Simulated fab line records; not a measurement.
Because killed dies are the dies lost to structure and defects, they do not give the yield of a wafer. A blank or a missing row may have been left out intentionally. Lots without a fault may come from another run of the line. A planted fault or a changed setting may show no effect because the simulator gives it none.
fab line records | flow gf180mcu | part 1 of 2: steps 1 to 24 of 34
record: lots: 5 wafers: 15 last-day: 34
route steps=602 shown DUAL_GATE@156 POLY_GATE@157 HV_LDD@176
lots that met no fault: taken from a fault-free run of the same line
start-h: the number of hours between the record's first day and the start of the first shown wafer of the lot | wait-h: how many hours have passed since the lot's step before this one | " the same as in the row above | L1.1+2: one row covering several wafers at once | - no value, or no start given | * or withheld: withheld | < > ~ a bound
route shown NAME@n: names a module that has steps shown in the file, with the first one's number in the route | usual: mean and standard deviation over wafers with no fault | same: alike in all rows | chamber/n: place in a boat | sites: each site's reading | _std_site: the values' standard deviation | _edge_site: outer sites' mean less inner sites' | radius-mm: for every site, how far away it sits from the centre of the wafer | mask NAME#n: copy n | behind: tool/chamber where the wafer was last shaped | hold: reason for holding the lot/hours on hold/outcome of the hold | device: the transistor (n, p or np) that didn't switch | end of line: the route-end tests of the same wafers | a step without rows: its recipe alone | killed: the dies lost at the first sort to structure and to defects; this is not the yield of the wafer | map: a wafer's dies, marking killed ones x, the rest . and places with no die _
set.NAME: the setting the step ran with; set.NAME@STEP: the setting that earlier step ran with | model.NAME: the simulator's own value behind a step, which no gauge read
lots seen at some steps along the route; tables by step, rows by wafer
services: when a tool's chamber went out of use (start-h, in hours from the record's first day, below 0 if earlier), for how many hours, and the reason
== steps ==
step: GF_DUAL_GATE_OXIDATION_15
recipe: temp-c: 850 ambient: O2 stabilise-s: 600 purge-s: 300 target-thk-a: 70.98 ox-time-s: 1995
columns lot.wafer tool chamber start-h wait-h
L074.1+4+5 furnace-02 0 182.49 0.5
L078.1+2+3 furnace-02 0 217.26 1.6
L088.3+5+6 furnace-02 0 278.68 1.2
L093.1+4+6 furnace-02 0 311.96 0.0
L096.2+3+4 furnace-01 0 336.81 0.0
step: GF_POLY_GATE_CVD_00
recipe: material: poly-Si target-thk-nm: 200 temp-c: 620 time-s: 1200 pressure-mtorr: 200
same: time-s: 1200
columns lot.wafer tool chamber start-h wait-h
L074.1+4+5 lpcvd-01 1 184.05 0.0
L078.1+2+3 lpcvd-02 0 219.12 0.3
L088.3+5+6 lpcvd-01 1 280.24 0.0
L093.1+4+6 lpcvd-02 0 313.51 0.0
L096.2+3+4 lpcvd-01 0 338.37 0.0
step: GF_POLY_GATE_THK_MEAS_01
recipe: reads: poly-Si_of_POLY_GATE_CVD_00
usual: POLY_GATE_CVD_00_THK: 199.9/2
columns lot.wafer tool chamber start-h wait-h POLY_GATE_CVD_00_THK[nm]
L074.1 film-metro-02 - 185.38 0.0 197.5
L074.4 " - " " 199.4
L074.5 " - " " 198.0
L078.1 film-metro-04 - 221.12 0.0 199.8
L078.2 " - " " 199.3
L078.3 " - " " 199.8
L088.3 film-metro-04 - 281.59 0.0 202.7
L088.5 " - " " 202.0
L088.6 " - " " 202.2
L093.1 film-metro-04 - 314.85 0.0 199.8
L093.4 " - " " 199.5
L093.6 " - " " 201.4
L096.2 film-metro-04 - 340.38 0.0 201.5
L096.3 " - " " 202.8
L096.4 " - " " 202.3
step: GF_POLY_GATE_DEHYDRATE_02
recipe: temp-c: 200 time-s: 60
usual: chill-plate-temp-C: 23.00/0.1
same: time-s: 60
columns lot.wafer tool chamber start-h wait-h chill-plate-temp-C
L074.1 litho-track-01 0 194.29 8.9 22.83
L074.4 " 0 " " 22.89
L074.5 " 0 " " 22.72
L078.1 litho-track-01 0 229.49 8.4 23.09
L078.2 " 0 " " 23.07
L078.3 " 0 " " 23.09
L088.3 litho-track-01 0 291.39 9.8 22.98
L088.5 " 0 " " 22.97
L088.6 " 0 " " 23.00
L093.1 litho-track-03 0 325.53 10.7 23.07
L093.4 " 0 " " 22.98
L093.6 " 0 " " 22.91
L096.2 litho-track-02 0 351.56 11.2 22.97
L096.3 " 0 " " 22.87
L096.4 " 0 " " 22.82
step: GF_POLY_GATE_HMDS_03
recipe: prime-time-s: 60 prime-temp-c: 120
usual: chill-plate-temp-C: 23.02/0.095
columns lot.wafer tool chamber start-h wait-h chill-plate-temp-C
L074.1 litho-track-01 0 194.44 0.1 23.03
L074.4 " 0 " " 22.97
L074.5 " 0 " " 22.96
L078.1 litho-track-01 0 229.64 0.1 23.06
L078.2 " 0 " " 22.98
L078.3 " 0 " " 23.09
L088.3 litho-track-01 0 291.54 0.1 23.09
L088.5 " 0 " " 22.88
L088.6 " 0 " " 23.00
L093.1 litho-track-03 0 325.68 0.1 22.89
L093.4 " 0 " " 22.96
L093.6 " 0 " " 22.91
L096.2 litho-track-02 0 351.71 0.1 23.10
L096.3 " 0 " " 22.98
L096.4 " 0 " " 22.84
step: GF_POLY_GATE_COAT_04
recipe: resist: BARC temp-c: withheld time-s: withheld spin-rpm: withheld resist-thk-nm: withheld
usual: chill-plate-temp-C: * dispense-pressure-kPa: 45/4.6
columns lot.wafer tool chamber start-h wait-h chill-plate-temp-C dispense-pressure-kPa
L074.1 litho-track-01 0 194.59 0.1 * 40
L074.4 " 0 " " * 40
L074.5 " 0 " " * 41
L078.1 litho-track-01 0 229.79 0.1 * 40
L078.2 " 0 " " * 40
L078.3 " 0 " " * 41
L088.3 litho-track-01 0 291.69 0.1 * 40
L088.5 " 0 " " * 41
L088.6 " 0 " " * 40
L093.1 litho-track-03 0 325.83 0.1 * 53
L093.4 " 0 " " * 53
L093.6 " 0 " " * 53
L096.2 litho-track-02 0 351.86 0.1 * 46
L096.3 " 0 " " * 46
L096.4 " 0 " " * 46
step: GF_POLY_GATE_COAT_05
recipe: resist: KrF spin-rpm: withheld resist-thk-nm: 700
usual: chill-plate-temp-C: 22.98/0.099 dispense-pressure-kPa: 45/4.6
columns lot.wafer tool chamber start-h wait-h chill-plate-temp-C dispense-pressure-kPa
L074.1 litho-track-01 0 - - 22.90 41
L074.4 " 0 " " 22.92 40
L074.5 " 0 " " 23.13 41
L078.1 litho-track-01 0 - - 22.96 40
L078.2 " 0 " " 22.89 40
L078.3 " 0 " " 22.95 40
L088.3 litho-track-01 0 - - 23.04 40
L088.5 " 0 " " 22.93 41
L088.6 " 0 " " 22.89 40
L093.1 litho-track-03 0 - - 23.03 53
L093.4 " 0 " " 22.89 53
L093.6 " 0 " " 22.93 53
L096.2 litho-track-02 0 - - 23.07 46
L096.3 " 0 " " 23.03 46
L096.4 " 0 " " 23.06 46
step: GF_POLY_GATE_SOFTBAKE_06
recipe: temp-c: 130 time-s: 60 resist: KrF
usual: chill-plate-temp-C: 22.97/0.094
same: time-s: 60
columns lot.wafer tool chamber start-h wait-h chill-plate-temp-C
L074.1 litho-track-01 0 - - 22.93
L074.4 " 0 " " 22.92
L074.5 " 0 " " 22.98
L078.1 litho-track-01 0 - - 23.00
L078.2 " 0 " " 22.96
L078.3 " 0 " " 23.00
L088.3 litho-track-01 0 - - 23.11
L088.5 " 0 " " 22.99
L088.6 " 0 " " 22.93
L093.1 litho-track-03 0 - - 22.88
L093.4 " 0 " " 22.98
L093.6 " 0 " " 22.96
L096.2 litho-track-02 0 - - 22.85
L096.3 " 0 " " 23.07
L096.4 " 0 " " 22.90
step: GF_POLY_GATE_EXPOSE_07
recipe: mask-id: Poly2 target-cd-nm: 280 na: 0.68 source-shape: conventional sigma-outer: 0.6 dose-mj: 28
usual: stage-vel-mm-s: 499.98/0.25
same: na: 0.68
columns lot.wafer tool chamber start-h wait-h mask stage-vel-mm-s
L074.1 krf-scanner-02 0 - - Poly2#0 500.17
L074.4 " 0 " " Poly2#0 500.24
L074.5 " 0 " " Poly2#0 500.40
L078.1 krf-scanner-02 0 - - Poly2#0 500.17
L078.2 " 0 " " Poly2#0 499.83
L078.3 " 0 " " Poly2#0 499.77
L088.3 krf-scanner-02 0 - - Poly2#0 500.31
L088.5 " 0 " " Poly2#0 500.21
L088.6 " 0 " " Poly2#0 499.79
L093.1 krf-scanner-02 0 - - Poly2#0 499.69
L093.4 " 0 " " Poly2#0 499.96
L093.6 " 0 " " Poly2#0 499.53
L096.2 krf-scanner-01 0 - - Poly2#0 499.66
L096.3 " 0 " " Poly2#0 499.86
L096.4 " 0 " " Poly2#0 499.96
step: GF_POLY_GATE_PEB_08
recipe: peb-temp-c: 135 peb-time-s: 90 resist: KrF
usual: chill-plate-temp-C: 23.00/0.11
columns lot.wafer tool chamber start-h wait-h chill-plate-temp-C
L074.1 litho-track-02 0 - - 22.91
L074.4 " 0 " " 22.80
L074.5 " 0 " " 23.10
L078.1 litho-track-02 0 - - 23.08
L078.2 " 0 " " 23.21
L078.3 " 0 " " 23.01
L088.3 litho-track-01 0 - - 22.94
L088.5 " 0 " " 22.96
L088.6 " 0 " " 22.95
L093.1 litho-track-01 0 - - 23.24
L093.4 " 0 " " 23.14
L093.6 " 0 " " 23.15
L096.2 litho-track-03 0 - - 23.07
L096.3 " 0 " " 22.89
L096.4 " 0 " " 23.00
step: GF_POLY_GATE_DEVELOP_09
recipe: develop-time-s: 60 resist: KrF dev-temp-c: 21
usual: chill-plate-temp-C: 23.00/0.1
columns lot.wafer tool chamber start-h wait-h chill-plate-temp-C
L074.1 litho-track-02 0 203.39 0.2 23.06
L074.4 " 0 " " 23.20
L074.5 " 0 " " 22.94
L078.1 litho-track-02 0 239.09 0.2 22.97
L078.2 " 0 " " 22.95
L078.3 " 0 " " 23.17
L088.3 litho-track-01 0 302.24 0.1 22.92
L088.5 " 0 " " 23.00
L088.6 " 0 " " 23.04
L093.1 litho-track-01 0 337.04 0.2 22.97
L093.4 " 0 " " 22.81
L093.6 " 0 " " 22.90
L096.2 litho-track-03 0 363.66 0.2 22.91
L096.3 " 0 " " 22.95
L096.4 " 0 " " 22.92
step: GF_POLY_GATE_CD_MEAS_10
recipe: target-cd-nm: 280
usual: cd-nm: 279.7/1.4
columns lot.wafer tool chamber start-h wait-h cd-nm
L074.1 cd-sem-02 - 203.54 0.1 280.5
L074.4 " - " " 280.6
L074.5 " - " " 282.2
L078.1 cd-sem-02 - 239.24 0.1 279.4
L078.2 " - " " 278.4
L078.3 " - " " 278.7
L088.3 cd-sem-01 - 302.38 0.1 278.7
L088.5 " - " " 279.4
L088.6 " - " " 279.3
L093.1 cd-sem-02 - 337.19 0.1 280.3
L093.4 " - " " 279.6
L093.6 " - " " 280.2
L096.2 cd-sem-02 - 363.80 0.1 279.1
L096.3 " - " " 280.3
L096.4 " - " " 280.4
step: GF_POLY_GATE_OVL_MEAS_11
usual: POLY_GATE_OVL: 2/5.4
columns lot.wafer tool chamber start-h wait-h POLY_GATE_OVL[nm]
L074.1 overlay-02 - 203.66 0.1 -2
L074.4 " - " " 0
L074.5 " - " " -4
L078.1 overlay-01 - 239.36 0.1 9
L078.2 " - " " 1
L078.3 " - " " 3
L088.3 overlay-01 - 302.47 0.1 -5
L088.5 " - " " 2
L088.6 " - " " 0
L093.1 overlay-02 - 337.31 0.1 7
L093.4 " - " " 3
L093.6 " - " " 1
L096.2 overlay-02 - 363.91 0.1 7
L096.3 " - " " 5
L096.4 " - " " 8
step: GF_POLY_GATE_ETCH_12
recipe: chemistry: N2/H2 target-depth-a: withheld overetch-a: withheld time-s: withheld target: BARC ion-energy-ev: 200 source-w: 500 bias-w: 100 pressure-mtorr: 30 n2-flow-sccm: 100 h2-flow-sccm: 200
usual: bias-w: 99.99/0.29 drypump-motor-current-A: 5.6/0.4 oes-product-au: 0.735/0.0048 throttle-valve-pct: 13.214/0.0097
columns lot.wafer tool chamber start-h wait-h bias-w drypump-motor-current-A oes-product-au throttle-valve-pct
L074.1 rie-diel-02 1 203.70 0.0 100.26 5.3 0.735 13.185
L074.4 " 2 " " 99.97 5.9 0.735 13.215
L074.5 " 1 " " 100.37 5.3 0.726 13.197
L078.1 rie-diel-03 2 239.40 0.0 99.60 5.6 0.737 13.223
L078.2 " 1 " " 99.87 5.0 0.725 13.215
L078.3 " 3 " " 99.98 5.1 0.732 13.215
L088.3 rie-diel-03 3 302.50 0.0 100.02 5.1 0.720 13.207
L088.5 " 1 " " 100.28 4.9 0.727 13.218
L088.6 " 2 " " 100.05 5.6 0.733 13.195
L093.1 rie-diel-02 0 337.35 0.0 99.59 5.4 0.733 13.234
L093.4 " 3 " " 99.92 5.9 0.731 13.206
L093.6 " 1 " " 99.82 5.4 0.731 13.221
L096.2 rie-diel-02 0 363.94 0.0 100.65 5.5 0.742 13.222
L096.3 " 3 " " 99.74 5.9 0.738 13.224
L096.4 " 2 " " 99.78 5.9 0.729 13.210
step: GF_POLY_GATE_ETCH_13
recipe: target: poly-Si target-depth-nm: 198.5 stop-on: SiO2 over-etch-frac: 0.403 chemistry: HBr/Cl2 icp-w: 400 bias-w: 100 pressure-mtorr: 10 HBr_flow_sccm: 150 Cl2_flow_sccm: 50 time-s: 69.6
usual: bias-w: 100.02/0.29 drypump-motor-current-A: 5.7/0.39 mfc-cl2-sccm: 50.02/0.14 oes-product-au: 0.989/0.0069 throttle-valve-pct: 33.684/0.009
same: time-s: 69.6
columns lot.wafer tool chamber start-h wait-h bias-w drypump-motor-current-A mfc-cl2-sccm oes-product-au rf-hours-counter-h throttle-valve-pct
L074.1 rie-si-02 3 203.75 - 100.15 6.0 49.82 0.980 1 33.686
L074.4 " 0 " " 100.15 6.1 50.04 0.977 61 33.687
L074.5 " 0 " " 99.97 6.1 50.06 0.974 - 33.693
L078.1 rie-si-02 1 239.45 - 99.98 5.0 50.22 0.987 5 33.696
L078.2 " 2 " " 99.53 6.2 49.98 0.998 5 33.680
L078.3 " 3 " " 100.20 6.0 50.11 0.995 1 33.690
L088.3 rie-si-01 0 302.55 - 99.95 5.7 50.16 0.977 2 33.673
L088.5 " 0 " " 99.56 5.7 50.15 0.986 - 33.678
L088.6 " 3 " " 100.23 5.3 50.19 0.988 - 33.697
L093.1 rie-si-01 0 337.40 - 99.97 5.7 50.01 0.981 2 33.686
L093.4 " 2 " " 100.16 5.5 50.07 0.988 63 33.700
L093.6 " 2 " " 100.13 5.5 50.15 0.991 - 33.688
L096.2 rie-si-01 0 363.99 - 100.31 5.7 49.95 0.984 2 33.688
L096.3 " 2 " " 100.11 5.5 49.86 0.984 63 33.689
L096.4 " 1 " " 99.65 6.1 49.87 0.994 5 33.698
step: GF_POLY_GATE_STRIP_14
recipe: chemistry: O2/N2 power-w: 1400 pressure-mtorr: 1500 platen-temp-c: 250 o2-flow-sccm: 3000 n2-flow-sccm: 300 overash-fraction: 0.5
usual: drypump-motor-current-A: 5.9/0.55 heater-power-w: 356/51 oes-product-au: 0.505/0.0043
columns lot.wafer tool chamber start-h wait-h drypump-motor-current-A heater-power-w oes-product-au rf-hours-counter-h
L074.1 plasma-asher-04 0 203.80 0.0 5.6 333 0.509 44
L074.4 " 1 " " 6.1 276 0.506 -
L074.5 " 0 " " 5.6 338 0.506 -
L078.1 plasma-asher-01 0 239.50 0.0 4.9 292 0.508 11
L078.2 " 1 " " 5.8 419 0.505 11
L078.3 " 0 " " 4.9 286 0.508 -
L088.3 plasma-asher-01 0 302.64 0.1 5.0 294 0.504 -
L088.5 " 0 " " 4.9 291 0.505 -
L088.6 " 1 " " 5.8 428 0.513 -
L093.1 plasma-asher-02 0 337.45 0.0 6.0 345 0.513 73
L093.4 " 0 " " 6.0 352 0.507 -
L093.6 " 1 " " 6.6 383 0.502 -
L096.2 plasma-asher-02 0 364.04 0.0 6.1 345 0.506 76
L096.3 " 1 " " 6.6 406 0.508 -
L096.4 " 0 " " 6.0 350 0.504 -
step: GF_POLY_GATE_CLEAN_15
recipe: chemistry: SC1/SC2 mix: 1:4:20 temp-c: 70 time-s: 150 dry: n2-spin
usual: bath-heat-duty-pct: 14.6/1.2 temp-c: 69.99/0.12
same: time-s: 150
columns lot.wafer tool chamber start-h wait-h bath-heat-duty-pct temp-c
L074.1 wet-bench-04 2 203.90 0.1 14.2 69.82
L074.4 " 2 " " 14.8 69.92
L074.5 " 2 " " 14.7 69.83
L078.1 wet-bench-04 1 239.60 0.1 12.5 69.95
L078.2 " 1 " " 12.9 70.16
L078.3 " 1 " " 11.9 70.03
L088.3 wet-bench-04 0 302.70 0.0 15.2 70.05
L088.5 " 0 " " 14.5 69.83
L088.6 " 0 " " 15.5 69.92
L093.1 wet-bench-03 3 337.55 0.1 14.8 69.97
L093.4 " 3 " " 13.4 70.01
L093.6 " 3 " " 14.2 70.02
L096.2 wet-bench-03 0 364.14 0.1 13.9 69.91
L096.3 " 0 " " 13.9 69.89
L096.4 " 0 " " 12.8 70.03
step: GF_POLY_GATE_OXIDATION_16
recipe: temp-c: 850 ambient: O2 stabilise-s: 600 purge-s: 300 target-thk-a: 40 ox-time-s: 899
columns lot.wafer tool chamber start-h wait-h
L074.1+4+5 furnace-01 0 204.52 0.6
L078.1+2+3 furnace-02 0 240.06 0.4
L088.3+5+6 furnace-01 0 302.75 0.0
L093.1+4+6 furnace-02 0 337.61 0.0
L096.2+3+4 furnace-02 0 364.19 0.0
step: GF_POLY_GATE_THK_MEAS_17
recipe: reads: SiO2_of_POLY_GATE_OXIDATION_16
usual: POLY_GATE_OXIDATION_THK: 3.99/0.069
columns lot.wafer tool chamber start-h wait-h POLY_GATE_OXIDATION_THK[nm]
L074.1 film-metro-01 - 205.77 0.0 4.00
L074.4 " - " " 4.04
L074.5 " - " " 4.05
L078.1 film-metro-01 - 241.42 0.1 4.11
L078.2 " - " " 4.14
L078.3 " - " " 4.14
L088.3 film-metro-02 - 304.02 0.0 4.16
L088.5 " - " " 3.98
L088.6 " - " " 4.07
L093.1 film-metro-04 - 338.86 0.0 3.93
L093.4 " - " " 3.98
L093.6 " - " " 3.93
L096.2 film-metro-01 - 365.45 0.0 3.95
L096.3 " - " " 3.92
L096.4 " - " " 4.00
step: GF_POLY_GATE_CD_MEAS_18
usual: cd-nm: 279.8/1.6
columns lot.wafer tool chamber start-h wait-h cd-nm
L074.1 cd-sem-02 - 205.83 0.1 279.3
L074.4 " - " " 281.4
L074.5 " - " " 280.5
L078.1 cd-sem-01 - 241.51 0.1 279.5
L078.2 " - " " 277.9
L078.3 " - " " 278.9
L088.3 cd-sem-01 - 304.12 0.1 279.2
L088.5 " - " " 278.7
L088.6 " - " " 278.8
L093.1 cd-sem-02 - 338.92 0.1 282.1
L093.4 " - " " 279.6
L093.6 " - " " 280.5
L096.2 cd-sem-01 - 365.53 0.1 281.1
L096.3 " - " " 279.9
L096.4 " - " " 281.8
step: GF_HV_LDD_DEHYDRATE_00
recipe: temp-c: 200 time-s: 60
usual: chill-plate-temp-C: 23.02/0.099
same: time-s: 60
columns lot.wafer tool chamber start-h wait-h chill-plate-temp-C
L074.1 litho-track-04 0 214.74 8.9 23.02
L074.4 " 0 " " 23.02
L074.5 " 0 " " 23.01
L078.1 litho-track-01 0 250.24 8.7 22.97
L078.2 " 0 " " 22.85
L078.3 " 0 " " 23.10
L088.3 litho-track-03 0 313.98 9.8 22.85
L088.5 " 0 " " 22.78
L088.6 " 0 " " 22.63
L093.1 litho-track-04 0 349.99 11.0 22.92
L093.4 " 0 " " 22.85
L093.6 " 0 " " 22.90
L096.2 litho-track-04 0 376.81 11.3 23.05
L096.3 " 0 " " 23.15
L096.4 " 0 " " 23.06
step: GF_HV_LDD_HMDS_01
recipe: prime-time-s: 60 prime-temp-c: 120
usual: chill-plate-temp-C: 23.00/0.098
columns lot.wafer tool chamber start-h wait-h chill-plate-temp-C
L074.1 litho-track-04 0 214.89 0.1 23.02
L074.4 " 0 " " 23.11
L074.5 " 0 " " 22.89
L078.1 litho-track-01 0 250.39 0.1 23.06
L078.2 " 0 " " 22.99
L078.3 " 0 " " 22.84
L088.3 litho-track-03 0 314.13 0.1 22.89
L088.5 " 0 " " 22.96
L088.6 " 0 " " 22.93
L093.1 litho-track-04 0 350.14 0.1 23.03
L093.4 " 0 " " 23.06
L093.6 " 0 " " 23.11
L096.2 litho-track-04 0 376.96 0.1 22.92
L096.3 " 0 " " 23.05
L096.4 " 0 " " 23.06
step: GF_HV_LDD_COAT_02
recipe: resist: NOVOLAK spin-rpm: 3000 resist-thk-nm: 1000
usual: chill-plate-temp-C: 23.00/0.11 dispense-pressure-kPa: 49/6.8
columns lot.wafer tool chamber start-h wait-h chill-plate-temp-C dispense-pressure-kPa
L074.1 litho-track-04 0 215.04 0.1 22.95 55
L074.4 " 0 " " 23.05 55
L074.5 " 0 " " 22.98 55
L078.1 litho-track-01 0 250.54 0.1 22.97 41
L078.2 " 0 " " 23.13 40
L078.3 " 0 " " 23.06 40
L088.3 litho-track-03 0 314.28 0.1 23.00 53
L088.5 " 0 " " 22.89 53
L088.6 " 0 " " 22.90 53
L093.1 litho-track-04 0 350.29 0.1 23.02 55
L093.4 " 0 " " 22.94 55
L093.6 " 0 " " 22.94 55
L096.2 litho-track-04 0 377.11 0.1 22.99 55
L096.3 " 0 " " 22.97 55
L096.4 " 0 " " 23.16 55
step: GF_HV_LDD_SOFTBAKE_03
recipe: temp-c: 90 time-s: 60 resist: NOVOLAK
usual: chill-plate-temp-C: 23.02/0.098
same: time-s: 60
columns lot.wafer tool chamber start-h wait-h chill-plate-temp-C
L074.1 litho-track-04 0 215.19 0.1 23.19
L074.4 " 0 " " 23.03
L074.5 " 0 " " 22.99
L078.1 litho-track-01 0 250.69 0.1 23.16
L078.2 " 0 " " 23.15
L078.3 " 0 " " 23.22
L088.3 litho-track-03 0 314.43 0.1 22.86
L088.5 " 0 " " 22.81
L088.6 " 0 " " 22.92
L093.1 litho-track-04 0 350.44 0.1 23.11
L093.4 " 0 " " 23.27
L093.6 " 0 " " 23.15
L096.2 litho-track-04 0 377.26 0.1 22.91
L096.3 " 0 " " 22.98
L096.4 " 0 " " 23.05
